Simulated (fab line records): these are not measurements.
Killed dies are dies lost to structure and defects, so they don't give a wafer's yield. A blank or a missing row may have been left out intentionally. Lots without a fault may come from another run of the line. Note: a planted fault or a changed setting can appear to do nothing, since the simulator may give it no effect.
What tool caused it? + flow gf180mcu + Sampling: 11 lots, 33 wafers, 3 of 602 route steps

## WHAT THE GAUGES SHOWED, per wafer
GF_V4_CD_MEAS_14: the cd target is 260 nm.
| lot  | measured     | on        | cd-nm (nm)        |
|------|--------------|-----------|-------------------|
| L260 | day 24 11:57 | cd-sem-02 | 263.1 263.0 261.9 |
| L262 | day 25 05:38 | cd-sem-02 | 261.8 258.8 259.7 |
| L264 | day 25 18:39 | cd-sem-02 | 258.9 258.2 259.0 |
| L266 | day 26 14:41 | cd-sem-02 | 259.5 259.8 258.8 |
| L267 | day 27 00:44 | cd-sem-01 | 261.7 260.9 261.5 |
| L271 | day 28 03:29 | cd-sem-01 | 260.2 258.8 259.6 |
| L272 | day 28 12:53 | cd-sem-01 | 259.4 258.6 258.1 |
| L273 | day 28 14:47 | cd-sem-01 | 261.1 260.7 260.1 |
| L274 | day 29 04:29 | cd-sem-02 | 259.4 259.5 260.2 |
| L275 | day 29 09:08 | cd-sem-02 | 259.0 260.8 259.7 |
| L282 | day 31 01:50 | cd-sem-01 | 260.5 259.2 260.6 |

## EACH LOT AND THE TOOL THAT RAN IT (in order: tool; ch and the chambers of the sampled wafers; start)
| lot  | GF_M4_SPUTTER_00             | GF_V4_CVD_02                    |
|------|------------------------------|---------------------------------|
| L260 | pvd-sputter-02, day 22 12:25 | pecvd-01 ch 0,1,2, day 23 12:41 |
| L262 | pvd-sputter-01, day 23 07:46 | pecvd-01 ch 0,2, day 24 07:29   |
| L264 | pvd-sputter-02, day 23 21:59 | pecvd-04 ch 1,2, day 24 21:03   |
| L266 | pvd-sputter-01, day 24 18:50 | pecvd-04 ch 1,2, day 25 17:24   |
| L267 | pvd-sputter-04, day 25 04:07 | pecvd-02 ch 1,2, day 26 02:39   |
| L271 | pvd-sputter-04, day 26 08:54 | pecvd-04 ch 0,1,2, day 27 07:08 |
| L272 | pvd-sputter-01, day 26 19:05 | pecvd-02 ch 0,1,2, day 27 16:26 |
| L273 | pvd-sputter-04, day 26 21:49 | pecvd-04 ch 1,2, day 27 18:21   |
| L274 | pvd-sputter-04, day 27 11:56 | pecvd-02 ch 0,2, day 28 08:29   |
| L275 | pvd-sputter-01, day 27 16:22 | pecvd-02 ch 1,2, day 28 13:17   |
| L282 | pvd-sputter-01, day 29 11:46 | pecvd-04 ch 0,1, day 30 07:48   |
- GF_M4_SPUTTER_00: material Ti, target thk 37.5 nm, time 150 s.
- GF_V4_CVD_02: deposits SiO2 from TEOS, target thk 850 nm, time 94.851 s.

## AS READ BY THE TOOLS THEMSELVES (means over the sampled wafers that have a number; for cases with no such wafer, the mark the record gives instead)
GF_M4_SPUTTER_00.
| lot  | tool           | chamber-pressure-pa (Pa) | throttle-valve-pct (%) |
|------|----------------|--------------------------|------------------------|
| L260 | pvd-sputter-02 | 2.002                    | 29.3                   |
| L262 | pvd-sputter-01 | 1.996                    | 28.6                   |
| L264 | pvd-sputter-02 | 1.999                    | 29.3                   |
| L266 | pvd-sputter-01 | 1.996                    | 28.1                   |
| L267 | pvd-sputter-04 | 1.999                    | 30.2                   |
| L271 | pvd-sputter-04 | 2.002                    | 30.3                   |
| L272 | pvd-sputter-01 | 1.998                    | 28.5                   |
| L273 | pvd-sputter-04 | 1.998                    | 29.9                   |
| L274 | pvd-sputter-04 | 2.000                    | 29.7                   |
| L275 | pvd-sputter-01 | 2.003                    | 28.5                   |
| L282 | pvd-sputter-01 | 2.002                    | 28.3                   |

GF_V4_CVD_02.
| lot  | tool     | heater-power-outer-w (W) | heater-power-w (W) | rf-fwd-power-W (W) |
|------|----------|--------------------------|--------------------|--------------------|
| L260 | pecvd-01 | 377                      | 687                | 596.0              |
| L262 | pecvd-01 | 414                      | 722                | 596.8              |
| L264 | pecvd-04 | 356                      | 618                | 595.4              |
| L266 | pecvd-04 | 396                      | 681                | 595.1              |
| L267 | pecvd-02 | 428                      | 706                | 598.6              |
| L271 | pecvd-04 | 369                      | 649                | 596.3              |
| L272 | pecvd-02 | -                        | -                  | -                  |
| L273 | pecvd-04 | -                        | -                  | -                  |
| L274 | pecvd-02 | -                        | -                  | -                  |
| L275 | pecvd-02 | 435                      | 718                | 597.1              |
| L282 | pecvd-04 | 314                      | 574                | 596.7              |

## THE ANSWER, worked out from the rows above alone
Rule: the lots themselves supply what counts as usual. The widest of any qualifying gaps counts: lots, ordered by their means at a reading, are off when they make up no more than a third of the lots, leave a main group of 4 or more, and stand apart from it by 3 or more times the standard deviation of that group's means. A main group whose means are all the same, to the digits that the tables above print for the reading, isn't used. A lot without any number at a reading at which 4 lots or more have one is off too. The other lots that the step has rows for count as sound. The gauges are gone through in route order, then the tools' own readings, and for those a lot's mean is taken as printed above. At the first step where some lot is off, the reading lying furthest off is the one used; lots without a number count as furthest.
Off: L272, L273, L274, at GF_V4_CVD_02 (heater-power-outer-w). Without a number there: L272, L273, L274. For the main group the mean is 386 W and the standard deviation 38.
A tool fits if, at that step or a process step before it, it ran every lot that is off, and no sound lot after the first of them. Not one of the candidates tried fits.

## WHAT HAD BEEN PUT IN BY THE SIMULATOR
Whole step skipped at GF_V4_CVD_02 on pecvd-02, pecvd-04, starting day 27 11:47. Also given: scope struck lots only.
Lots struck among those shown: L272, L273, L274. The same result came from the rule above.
